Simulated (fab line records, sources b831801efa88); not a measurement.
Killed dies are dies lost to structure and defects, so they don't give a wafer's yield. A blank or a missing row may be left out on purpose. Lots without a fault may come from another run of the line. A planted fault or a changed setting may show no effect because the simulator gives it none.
One fault seen from 2 desks | flow sky130 | each desk has only its own numbers; what lay behind them comes last

THE METROLOGY DESK
What the gauges read, lot by lot, whatever tool the lot ran on: means of the sampled wafers that have a number. A lot is out of limits, marked OUT, if its mean lies more than 4 standard deviations from the usual mean; the brackets give that distance.
Columns: A = cd_nm at SKY_VT_ADJUST_HVTP_CD_MEAS_07, usual 380.5 nm; B = VT_ADJUST_HVTP_OVL at SKY_VT_ADJUST_HVTP_OVL_MEAS_08, usual -0.3 nm; C = VT_ADJUST_LVTN_2_TW at SKY_VT_ADJUST_LVTN_TW_MEAS_21, usual 186.9
lot  | first seen here | A     | B    | C
L974 | day 6 02:54     | 376.5 | -1.4 | 186.1
L975 | day 6 08:31     | 382.8 | -0.7 | 184.6
L976 | day 6 22:02     | 380.2 | 0.3  | 185.8
L978 | day 7 04:32     | 377.6 | 1.0  | 188.5
L982 | day 8 06:34     | 376.5 | 1.3  | 187.3
L985 | day 8 22:19     | 379.7 | -0.0 | 186.7
L987 | day 9 13:59     | 378.8 | -0.1 | 176.7 (-5.6) OUT
L988 | day 9 21:56     | 381.6 | -1.3 | 179.6 (-4.0) OUT
L989 | day 10 13:25    | 381.7 | 0.2  | 186.3
L993 | day 11 03:53    | 380.6 | -0.6 | 190.4
L995 | day 11 09:39    | 381.3 | -0.8 | 186.1
L994 | day 11 11:41    | 381.0 | -0.4 | 184.6
This desk's finding: out of limits on L987, L988; first on L987, day 11 11:13 (VT_ADJUST_LVTN_2_TW at SKY_VT_ADJUST_LVTN_TW_MEAS_21). In limits: L974, L975, L976, L978, L982, L985, L989, L993, L995, L994.

THE TOOL OWNER'S DESK: implanter-01
The tool's own readings at SKY_VT_ADJUST_LVTN_IMPLANT_19: means of the sampled wafers that have a number, for each lot that ran on this tool. A lot is out of limits, marked OUT, if its mean lies more than 4 standard deviations from the usual mean; the brackets give that distance.
Columns: A = beam_energy_keV at SKY_VT_ADJUST_LVTN_IMPLANT_19, usual 30.001
lot  | first seen here | A
L974 | day 7 17:32     | 30.000
L976 | day 8 14:47     | 30.008
L978 | day 8 22:09     | 30.005
L987 | day 11 10:58    | 30.004
L988 | day 11 20:38    | 30.006
This desk's finding: nothing out of limits on any of the 5 lots.

PUT TOGETHER
The metrology desk could have raised an alarm at day 11 11:13, on L987, L988.
The tool owner's desk saw nothing out of limits.
The tool owner's desk has L987, L988 on record, within its limits.
Of the lots named, all ran SKY_VT_ADJUST_LVTN_IMPLANT_19 on implanter-01.

WHAT THE SIMULATOR HAD PUT IN
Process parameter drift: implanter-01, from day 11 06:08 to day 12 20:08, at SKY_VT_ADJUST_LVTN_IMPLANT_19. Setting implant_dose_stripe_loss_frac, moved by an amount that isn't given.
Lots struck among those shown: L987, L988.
Hours from the fault's start to each desk's first reading out of limits: the metrology desk, 5.
